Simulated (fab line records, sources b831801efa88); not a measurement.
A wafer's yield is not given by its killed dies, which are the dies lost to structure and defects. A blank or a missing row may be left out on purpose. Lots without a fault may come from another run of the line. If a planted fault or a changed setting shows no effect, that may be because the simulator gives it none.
A lot that was struck, set against a sound lot :: flow gf180mcu :: 33 out of 602 route steps
Sound: the wafers L824.1, L824.5, L824.6. Struck: wafers L837.3, L837.4, L837.5. Last of all comes the cause.
For every step that has rows: the tool of each side, followed by ch and its chambers, followed by its first start. Under that, the readings that differ: sound wafers :: struck wafers :: difference of the means :: sigmas: that difference in standard deviations of wafers without a fault.
alike: same words and numbers on both sides, and readings whose means sit less than 2 such deviations apart. not compared: any withheld reading, any reading some wafer has no value for, any bound like >300 that may hide the same value, and any number with overlapping values for which the record gives no deviation.
Wherever a step has rows on one side only, a row that says differs or no value, or a row with sigmas, the two part there. When numbers do not overlap yet have no deviation, they are printed without sigmas and do not part them. Lack of a reading on every wafer of one side parts them only where that side has two or more wafers.

GF_HV_LDD_STRIP_22: strips in O2/N2.
  sound on plasma asher-02 ch 0,1, day 11 02:16; struck on plasma asher-03 ch 0,1, day 15 10:53
reading: drypump motor current A (A)
sound: 5.9 5.9 6.0
struck: 5.1 5.2 5.2
difference: -0.8
sigmas: -2
  alike: chamber pressure mTorr, heater power w, oes product au, platen temp c, strip time to endpoint s
  not compared: rf hours counter h
GF_HV_LDD_TW_MEAS_23:
  sound on film metro-01 at day 11 02:22; struck on film metro-01 at day 15 10:58
  alike: HV_LDD_2_TW
then, 7 steps without rows for these wafers: GF_HV_LDD_DEHYDRATE_24 (time 60 s); GF_HV_LDD_HMDS_25 (prime time 60 s); GF_HV_LDD_COAT_26 (resist thk 1000 nm); GF_HV_LDD_SOFTBAKE_27 (time 60 s); GF_HV_LDD_EXPOSE_28 (exposes mask Nplus HV AREA, target cd 400 nm); GF_HV_LDD_PEB_29; GF_HV_LDD_DEVELOP_30 (develop time 60 s).
GF_HV_LDD_CD_MEAS_31: target cd 400 nm.
  sound on cd sem-01 at day 11 21:26; struck on cd sem-02 at day 16 08:32
reading: cd nm (nm)
sound: 397.0 396.2 395.1
struck: 401.3 401.0 401.0
difference: +5.0
sigmas: +2
GF_HV_LDD_OVL_MEAS_32:
  sound on overlay-01 at day 11 21:34; struck on overlay-02 at day 16 08:37
  alike: HV_LDD_02_OVL
following that, these wafers have no rows for 1 step: GF_HV_LDD_IMPLANT_33.
GF_HV_LDD_IMPLANT_34:
  sound on implanter-03 ch 0, day 11 21:44; struck on implanter-03, day 16 08:50
  no value came back on the struck wafers for beam energy keV, beam on s (s); on the sound wafers beam energy keV reads 60.037 59.986 60.030
then, 2 steps without rows for these wafers: GF_HV_LDD_IMPLANT_35; GF_HV_LDD_IMPLANT_36.
GF_HV_LDD_STRIP_37: strips in O2/N2.
  sound on plasma asher-03 ch 0,1, day 11 22:11; struck on plasma asher-04 ch 0,1, day 16 09:17
  alike: chamber pressure mTorr, drypump motor current A, heater power w, oes product au, platen temp c, strip time to endpoint s
  not compared: rf hours counter h
GF_HV_LDD_TW_MEAS_38:
  sound on film metro-01 at day 11 22:22; struck on film metro-02 at day 16 09:22
reading: HV_LDD_3_TW
sound: 1439 1429 1437
struck: 1290 1282 1288
difference: -148
sigmas: -7
then, 7 steps without rows for these wafers: GF_HV_LDD_DEHYDRATE_39 (time 60 s); GF_HV_LDD_HMDS_40 (prime time 60 s); GF_HV_LDD_COAT_41 (resist thk 1000 nm); GF_HV_LDD_SOFTBAKE_42 (time 60 s); GF_HV_LDD_EXPOSE_43 (exposes mask Pplus HV AREA, target cd 400 nm); GF_HV_LDD_PEB_44; GF_HV_LDD_DEVELOP_45 (develop time 60 s).
GF_HV_LDD_CD_MEAS_46: target cd 400 nm.
  sound on cd sem-02 at day 12 17:59; struck on cd sem-01 at day 17 07:36
  alike: cd nm
GF_HV_LDD_OVL_MEAS_47:
  sound on overlay-02 at day 12 18:07; struck on overlay-02 at day 17 07:41
  alike: HV_LDD_03_OVL
following that, these wafers have no rows for 1 step: GF_HV_LDD_IMPLANT_48.
GF_HV_LDD_STRIP_49: strips in O2/N2.
  sound on plasma asher-03 ch 0,1, day 12 18:17; struck on plasma asher-03 ch 0,1, day 17 07:54
reading: platen temp c (C)
sound: 249.81 249.75 249.75
struck: 250.20 250.35 250.27
difference: +0.50
sigmas: +3
  alike: chamber pressure mTorr, drypump motor current A, heater power w, oes product au, strip time to endpoint s
  not compared: rf hours counter h
GF_HV_LDD_TW_MEAS_50:
  sound on film metro-02 at day 12 18:23; struck on film metro-02 at day 17 07:59
  alike: HV_LDD_4_TW
then, 1 step without rows for these wafers: GF_HV_LDD_CLEAN_51 (cleans in SC1/SC2, time 150 s).
GF_HV_LDD_RTA_52: time 10 s.
  sound on rtp anneal-01 ch 0, day 12 18:31; struck on rtp anneal-01 ch 0, day 17 08:07
  alike: lamp power pct, wafer_temp_C_max
GF_HV_LDD_RS_MEAS_53: the measuring method here is four-point-probe.
  sound on film metro-01 at day 12 18:35; struck on film metro-01 at day 17 08:15
reading: HV_LDD_RS (ohm/sq)
sound: 418.6 416.9 418.2
struck: 438.6 439.4 439.1
difference: +21.1
sigmas: +25
then, 1 step without rows for these wafers: GF_HV_LDD_CVD_54 (deposits SiO2 from TEOS, target thk 10 nm, time 75 s).

WHERE THEY PART
First at GF_HV_LDD_STRIP_22; last, within this record, at GF_HV_LDD_RS_MEAS_53.

WHY: what had been put in by the simulator
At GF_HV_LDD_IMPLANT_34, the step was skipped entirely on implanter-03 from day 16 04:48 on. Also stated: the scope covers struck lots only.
